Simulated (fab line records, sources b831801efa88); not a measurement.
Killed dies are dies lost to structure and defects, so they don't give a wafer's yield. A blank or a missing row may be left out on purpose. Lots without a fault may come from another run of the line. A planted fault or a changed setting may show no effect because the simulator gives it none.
A struck lot beside a sound one | flow gf180mcu | 37 steps out of a route of 602
Sound: wafers L947.1, L947.2, L947.4. Struck: wafer L951.1. (L951.2, L951.5 of the same lot were not struck and are left out.) The cause comes at the end.
At each step with rows: each side's tool, then ch and its chambers, then its first start. Under that, the readings that differ: sound wafers | struck wafers | difference of the means | sigmas: that difference in standard deviations of wafers without a fault.
alike: readings whose means differ by less than 2 such deviations, and words and numbers that are the same on both sides. not compared: withheld readings, readings that some wafer has no value for, bounds like >300 that may hide the same value, and numbers for which the record gives no deviation and whose values overlap.
The two part at a step that has a row with sigmas, a row that says differs or no value, or rows on one side only. Numbers that don't overlap but have no deviation are shown without sigmas and don't part them. A reading that every wafer of one side lacks parts them only if that side has two wafers or more.

first, 2 steps without rows for these wafers: GF_M1_PEB_12 (peb time 90 s); GF_M1_DEVELOP_13 (develop time 60 s).
GF_M1_CD_MEAS_14: target cd 230 nm.
  sound on cd_sem-02, day 19 00:56; struck on cd_sem-01, day 20 14:53
  alike: cd_nm
GF_M1_OVL_MEAS_15:
  sound on overlay-01, day 19 01:03; struck on overlay-01, day 20 15:00
  alike: M1_OVL
GF_M1_METAL_ETCH_16: etches the open film in Cl2/BCl3, stops on SiO2, target depth 750.8 nm, time 125.1 s.
  sound on rie_metal-01 ch 0,1, day 19 01:05; struck on rie_metal-02 ch 1, day 20 15:02
  alike: drypump_motor_current_A, oes_product_au, throttle_valve_pct
  not compared: rf_hours_counter_h
then, 4 steps without rows for these wafers: GF_M1_STRIP_17 (strips in O2/N2); GF_M1_STRIP_18 (strips in post etch residue remover, time 1200 s); GF_M1_CLEAN_19 (cleans in DIW); GF_V1_CVD_00 (deposits SiO2, target thk 600 nm, time 100 s).
GF_V1_THK_MEAS_01:
  sound on film_metro-04, day 19 01:50; struck on film_metro-03, day 20 15:49
  alike: V1_CVD_00_THK
GF_V1_CVD_02: deposits SiO2 from TEOS, target thk 850 nm, time 94.851 s.
  sound on pecvd-04 ch 0,2, day 19 01:53; struck on pecvd-01 ch 1, day 20 15:52
  reading            | sound       | struck | difference | sigmas
  heater_power_w (W) | 722 572 751 | 461    | -221       | -3
GF_V1_THK_MEAS_03:
  sound on film_metro-03, day 19 01:57; struck on film_metro-04, day 20 15:56
  alike: V1_CVD_02_THK
GF_V1_CMP_04: polishes SiO2.
  sound on cmp-02 ch 0,2,3, day 19 02:01; struck on cmp-02 ch 2, day 20 16:00
  reading                             | sound           | struck | difference | sigmas
  model.SiO2_of_V1_CVD_02.thk_nm (nm) | 632 632.7 634.9 | 696.7  | +63.5      |
  alike: motor_current_A, time_to_endpoint_s
GF_V1_BOW_MEAS_05:
  sound on film_metro-03, day 19 02:19; struck on film_metro-04, day 20 16:18
  alike: V1_BOW
then, 8 steps without rows for these wafers: GF_V1_DEHYDRATE_06 (time 60 s); GF_V1_HMDS_07 (prime time 60 s); GF_V1_COAT_08; GF_V1_COAT_09 (resist thk 1000 nm); GF_V1_SOFTBAKE_10 (time 60 s); GF_V1_EXPOSE_11 (exposes mask Via1, target cd 260 nm); GF_V1_PEB_12 (peb time 90 s); GF_V1_DEVELOP_13 (develop time 60 s).
GF_V1_CD_MEAS_14: target cd 260 nm.
  sound on cd_sem-02, day 20 02:08; struck on cd_sem-01, day 21 16:43
  alike: cd_nm
GF_V1_OVL_MEAS_15:
  sound on overlay-01, day 20 02:15; struck on overlay-01, day 21 16:50
  alike: V1_OVL
GF_V1_ETCH_16: etches BARC in N2/H2.
  sound on rie_diel-03 ch 1,3, day 20 02:17; struck on rie_diel-02 ch 2, day 21 16:52
  alike: drypump_motor_current_A, oes_product_au, throttle_valve_pct
GF_V1_ETCH_17: etches SiO2 in C4F8/O2/Ar, stops on TiN, target depth 630 nm.
  sound on rie_diel-03 ch 1,3; struck on rie_diel-02 ch 2
  reading                        | sound             | struck | difference | sigmas
  oes_product_au (a.u.)          | 0.861 0.849 0.850 | 0.901  | +0.048     | +11
  model.V1.feature_depth_nm (nm) | 632 632.7 634.9   | 696.7  | +63.5      |
  model.etch.depth_nm (nm)       | 632 632.7 634.9   | 696.7  | +63.5      |
GF_V1_STRIP_18: strips in O2/N2.
  sound on plasma_asher-04 ch 0,1, day 20 02:25; struck on plasma_asher-04 ch 0, day 21 17:00
  alike: drypump_motor_current_A, heater_power_w, o2_flow_sccm, oes_product_au
  not compared: rf_hours_counter_h
then, 3 steps without rows for these wafers: GF_V1_STRIP_19 (strips in post etch residue remover, time 1200 s); GF_V1_CLEAN_20 (cleans in DIW); GF_V1_SPUTTER_21 (material Ti, target thk 15 nm, time 80.02 s).
GF_V1_SPUTTER_22: material TiN, target thk 10 nm, time 40 s.
  sound on pvd_sputter-04, day 20 03:01; struck on pvd_sputter-04, day 21 17:37
  reading                | sound          | struck | difference | sigmas
  throttle_valve_pct (%) | 31.8 30.3 31.5 | 29.1   | -2.1       | -2
  alike: cathode_dc_power_W
then, 1 step without rows for these wafers: GF_V1_CVD_23 (deposits W, target thk 350 nm, time 105.05 s).
GF_V1_RS_MEAS_24: measures by four-point-probe.
  sound on film_metro-04, day 20 03:10; struck on film_metro-03, day 21 17:46
  alike: V1_W_RS
GF_V1_THK_MEAS_25: measures by xrf.
  sound on film_metro-04, day 20 03:17; struck on film_metro-03, day 21 17:53
  alike: V1_W_THK
GF_V1_CMP_26: polishes, stops on SiO2, t overpolish 15 s, target thk 0 nm.
  sound on cmp-02 ch 0,2,3, day 20 03:23; struck on cmp-01 ch 2, day 21 17:56
  reading                             | sound             | struck | difference | sigmas
  model.SiO2_of_V1_CVD_02.thk_nm (nm) | 628.2 628.9 631.1 | 692.9  | +63.5      |
  alike: motor_current_A
then, 2 steps without rows for these wafers: GF_M2_SPUTTER_00 (material Ti, target thk 37.5 nm, time 150 s); GF_PASSIVATION_PROBE_99.

WHERE THEY PART
First at GF_V1_CVD_02; last, within this record, at GF_V1_SPUTTER_22. Later steps at which nothing parts them and some readings are alike: GF_V1_RS_MEAS_24, GF_V1_THK_MEAS_25, GF_V1_CMP_26.

WHY: what the simulator had put in
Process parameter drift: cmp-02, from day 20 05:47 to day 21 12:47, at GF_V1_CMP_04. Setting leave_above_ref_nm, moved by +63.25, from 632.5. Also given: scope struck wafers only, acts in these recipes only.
